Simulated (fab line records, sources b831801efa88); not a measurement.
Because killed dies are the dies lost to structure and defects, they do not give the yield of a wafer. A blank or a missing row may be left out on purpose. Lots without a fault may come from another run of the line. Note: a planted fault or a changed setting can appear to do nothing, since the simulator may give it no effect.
Which tool was responsible?	flow gf180mcu	12 lots, 36 wafers sampled, at 5 steps of a route of 602

WHAT THE GAUGES SHOWED, per wafer
GF_DUAL_GATE_THK_MEAS_03.
lot	measured	on	DUAL_GATE_OXIDATION_00_THK (nm)
L472	day 7 15:24	filmMetro-01	11.07 11.01 11.08
L473	day 7 21:46	filmMetro-02	11.23 11.37 11.44
L474	day 8 07:52	filmMetro-03	10.97 11.17 10.91
L475	day 8 14:44	filmMetro-03	10.73 10.65 10.59
L477	day 9 11:01	filmMetro-03	11.02 11.05 10.88
L481	day 10 05:02	filmMetro-03	10.78 10.70 10.80
L484	day 10 23:17	filmMetro-02	10.66 10.90 10.73
L485	day 11 07:58	filmMetro-01	11.07 11.10 11.08
L489	day 12 09:02	filmMetro-02	10.89 10.95 11.14
L493	day 13 11:04	filmMetro-03	10.95 10.86 10.94
L494	day 13 21:23	filmMetro-02	11.11 11.05 11.02
L495	day 14 01:37	filmMetro-03	11.08 11.04 10.74

GF_HV_LDD_RS_MEAS_53: measurement is done with a four-point probe.
lot	measured	on	HV_LDD_RS (ohm/sq)
L472	day 12 16:42	filmMetro-04	419.5 418.9 419.2
L473	day 12 17:03	filmMetro-02	420.4 421.2 420.8
L474	day 13 17:08	filmMetro-01	417.8 418.6 417.7
L475	day 13 15:47	filmMetro-02	419.6 419.4 418.9
L477	day 14 11:13	filmMetro-02	419.3 419.5 419.2
L481	day 15 10:08	filmMetro-02	416.9 418.3 418.8
L484	day 16 07:10	filmMetro-01	411.8 412.3 411.9
L485	day 16 19:20	filmMetro-02	412.7 412.3 412.2
L489	day 18 00:44	filmMetro-01	419.6 419.6 419.8
L493	day 19 14:17	filmMetro-04	419.9 419.2 419.1
L494	day 19 18:55	filmMetro-02	419.6 419.5 420.5
L495	day 20 05:02	filmMetro-04	419.5 419.0 419.2

WHAT TOOL EACH LOT RAN ON (gives the tool, then ch and the chambers of the sampled wafers, and finally the start)
lot	GF_POLY_GATE_STRIP_14	GF_HV_LDD_STRIP_10	GF_HV_LDD_IMPLANT_36
L472	plasmaAsher-03 ch 0,1, day 9 03:40	plasmaAsher-01 ch 0,1, day 10 07:50	implanter-02 ch 0, day 11 20:40
L473	plasmaAsher-01 ch 0,1, day 9 10:40	plasmaAsher-03 ch 0,1, day 10 07:54	implanter-04 ch 0, day 11 21:32
L474	plasmaAsher-01 ch 0,1, day 10 08:29	plasmaAsher-01 ch 1, day 11 05:58	implanter-02 ch 0, day 12 20:49
L475	plasmaAsher-04 ch 0,1, day 10 08:24	plasmaAsher-02 ch 0,1, day 11 03:41	implanter-02 ch 0, day 12 19:19
L477	plasmaAsher-01 ch 0,1, day 11 01:16	plasmaAsher-01 ch 0,1, day 11 21:48	implanter-04 ch 0, day 13 13:35
L481	plasmaAsher-04 ch 0,1, day 11 20:51	plasmaAsher-01 ch 0,1, day 12 18:53	implanter-04 ch 0, day 14 12:11
L484	plasmaAsher-04 ch 0,1, day 12 17:16	plasmaAsher-03 ch 0,1, day 13 14:26	implanter-04 ch 0, day 15 08:44
L485	plasmaAsher-03 ch 0,1, day 13 02:58	plasmaAsher-02 ch 0,1, day 14 01:26	implanter-04 ch 0, day 15 20:37
L489	plasmaAsher-04 ch 0,1, day 14 04:44	plasmaAsher-03 ch 0,1, day 15 04:44	implanter-02 ch 0, day 17 01:05
L493	plasmaAsher-04 ch 0,1, day 15 09:37	plasmaAsher-02 ch 0,1, day 16 13:20	implanter-04 ch 0, day 18 12:56
L494	plasmaAsher-01 ch 0,1, day 15 18:43	plasmaAsher-02 ch 0,1, day 16 18:46	implanter-01 ch 0, day 18 18:01
L495	plasmaAsher-04 ch 0,1, day 16 02:46	plasmaAsher-02 ch 0,1, day 17 04:20	implanter-04 ch 0, day 19 04:02
- GF_POLY_GATE_STRIP_14: strips in O2/N2.
- GF_HV_LDD_STRIP_10: strips in O2/N2.
- GF_HV_LDD_IMPLANT_36

WHAT THE TOOLS THEMSELVES READ (means of the sampled wafers that have a number; where no wafer has one, the mark that the record gives instead)
GF_POLY_GATE_STRIP_14.
lot	tool	drypumpMotorCurrentA (A)	heaterPowerW (W)	o2FlowSccm (sccm)	oesProductAu (a.u.)	platenTempC (C)
L472	plasmaAsher-03	5.9	347	3004	0.498	249.93
L473	plasmaAsher-01	5.8	329	3007	0.500	249.87
L474	plasmaAsher-01	5.8	332	2997	0.505	250.22
L475	plasmaAsher-04	5.4	372	3003	0.507	249.63
L477	plasmaAsher-01	5.6	324	3005	0.500	249.99
L481	plasmaAsher-04	5.1	357	2997	0.500	249.97
L484	plasmaAsher-04	5.1	353	3002	0.504	250.05
L485	plasmaAsher-03	5.9	350	3005	0.501	250.17
L489	plasmaAsher-04	5.1	355	3011	0.499	250.03
L493	plasmaAsher-04	5.4	374	3007	0.504	250.33
L494	plasmaAsher-01	5.8	333	2994	0.500	250.05
L495	plasmaAsher-04	5.4	369	3004	0.506	250.13

GF_HV_LDD_STRIP_10.
lot	tool	drypumpMotorCurrentA (A)	heaterPowerW (W)	o2FlowSccm (sccm)	oesProductAu (a.u.)	platenTempC (C)	stripTimeToEndpointS (s)
L472	plasmaAsher-01	5.8	338	2999	0.716	250.15	12.62
L473	plasmaAsher-03	5.8	345	3000	0.719	250.10	12.60
L474	plasmaAsher-01	6.1	339	2999	0.722	250.06	12.66
L475	plasmaAsher-02	6.1	349	3000	0.720	249.96	12.62
L477	plasmaAsher-01	5.8	335	3012	0.717	249.90	12.68
L481	plasmaAsher-01	5.8	328	3003	0.716	249.75	12.65
L484	plasmaAsher-03	5.8	347	3009	0.715	250.04	12.64
L485	plasmaAsher-02	6.1	352	2993	0.714	250.04	12.62
L489	plasmaAsher-03	5.8	345	3000	0.716	249.75	12.61
L493	plasmaAsher-02	6.0	346	2990	0.717	249.75	12.56
L494	plasmaAsher-02	6.0	347	2991	0.715	249.98	12.61
L495	plasmaAsher-02	6.0	345	3001	0.718	250.07	12.59

GF_HV_LDD_IMPLANT_36.
lot	tool	beamOnS (s)	faradayCurrentUA	rotationDeg (degrees)
L472	implanter-02	9.95	42.4	270.02
L473	implanter-04	10.07	42.0	270.01
L474	implanter-02	10.08	41.8	269.99
L475	implanter-02	9.85	42.9	269.99
L477	implanter-04	9.95	42.4	269.98
L481	implanter-04	9.99	42.2	269.99
L484	implanter-04	13.24	31.9	270.07
L485	implanter-04	13.00	32.5	269.98
L489	implanter-02	9.93	42.5	269.95
L493	implanter-04	10.07	41.9	269.96
L494	implanter-01	10.03	42.3	270.05
L495	implanter-04	10.09	41.9	269.95

THE ANSWER, worked out from the rows above alone
Rule: the lots themselves supply what counts as usual. Put in order of their means at a reading, lots are off if they are a third of the lots or fewer, leave a main group of 4 or more, and stand apart from it by a gap of 3 or more times the standard deviation of the main group's means; of several such gaps the widest counts. The tables above print the reading to a certain number of digits; a main group whose means all agree to those digits is not used. Also off: a lot with no number at a reading for which 4 or more lots have one. All remaining lots with rows at the step are treated as sound. Order of review: gauges by route order, followed by the tools' own readings, for which a lot's mean as printed above is used. At the first step where some lot is off, the reading lying furthest off is the one used; lots without a number count as furthest.
Off: at GF_HV_LDD_RS_MEAS_53 (HV_LDD_RS), L484, L485. Main group: mean 419.3 ohm/sq, sd 0.78.
A tool fits if, at a process step before that reading, it ran every lot that is off, and no sound lot after the first of them. Not tried: the gauges at GF_HV_LDD_RS_MEAS_53; whatever is off there is also off at GF_HV_LDD_IMPLANT_36, on other tools, and gauge error can't account for it. No candidate that was tried fits.

WHAT THE SIMULATOR HAD PUT IN
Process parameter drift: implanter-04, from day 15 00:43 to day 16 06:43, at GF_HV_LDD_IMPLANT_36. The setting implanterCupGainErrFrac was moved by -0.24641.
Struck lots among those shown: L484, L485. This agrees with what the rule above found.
